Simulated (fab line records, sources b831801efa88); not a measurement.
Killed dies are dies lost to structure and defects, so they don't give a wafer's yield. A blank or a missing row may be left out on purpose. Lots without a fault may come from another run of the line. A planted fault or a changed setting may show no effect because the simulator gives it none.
Chamber matching | flow gf180mcu | GF_V3_CMP_04 on cmp-02: 4 sister chambers
The step polishes SiO2. 16 wafers are shown with their chamber, then 8 later ones without.

WAFERS WITH THEIR CHAMBER
wafer  | chamber | motor_current_A (A) | time_to_endpoint_s (s)
L303.1 | 1       | 12.2                | 74
L303.2 | 2       | 13.3                | 78
L303.4 | 0       | 12.9                | 90
L304.2 | 3       | 12.6                | 81
L304.4 | 1       | 11.3                | 80
L304.6 | 0       | 12.9                | 93
L306.1 | 1       | 11.7                | 81
L306.2 | 2       | 13.7                | 83
L306.5 | 0       | 13.4                | 97
L308.2 | 3       | 12.6                | 89
L308.5 | 3       | 12.7                | 90
L308.6 | 0       | 12.4                | 86
L309.2 | 2       | 13.3                | 69
L309.4 | 1       | 11.1                | 79
L309.5 | 2       | 13.7                | 85
L311.2 | 1       | 10.9                | 73

SIGNATURES (means of the wafers above)
reading            | chamber 0 | chamber 1 | chamber 2 | chamber 3 | scatter within a chamber
motor_current_A    | 12.900    | 11.440    | 13.500    | 12.633    | 0.381
time_to_endpoint_s | 91.50     | 77.40     | 78.75     | 86.67     | 5.16
Rule: a wafer's distance from a chamber is the root of the sum, over the readings, of the square of ((its reading less the chamber's mean) divided by the reading's scatter). The wafer belongs to the nearest chamber; if the next one is less than 2 further off, it can't be placed. The scatter: the root of (the sum of the squares of (reading less its chamber's mean) over the shown wafers, divided by (wafers less chambers)).

WAFERS WITHOUT THEIR CHAMBER
wafer  | motor_current_A (A) | time_to_endpoint_s (s)
L311.3 | 13.1                | 80
L311.6 | 13.9                | 77
L319.1 | 12.9                | 92
L319.3 | 11.7                | 74
L319.4 | 13.0                | 98
L321.1 | 12.4                | 92
L321.3 | 12.1                | 73
L321.6 | 11.4                | 101

WHICH CHAMBER EACH WENT THROUGH
wafer  | from the rows above          | in truth
L311.3 | can't be placed: 2 or 3 or 0 | 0
L311.6 | 2                            | 2
L319.1 | can't be placed: 0 or 3      | 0
L319.3 | 1                            | 1
L319.4 | can't be placed: 0 or 3      | 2
L321.1 | can't be placed: 3 or 0      | 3
L321.3 | can't be placed: 1 or 3 or 2 | 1
L321.6 | can't be placed: 3 or 0 or 1 | 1
Placed correctly: 2 of 8. Can't be placed from these rows: 6 (the true chamber is among the candidates in 5). Placed wrongly: 0.
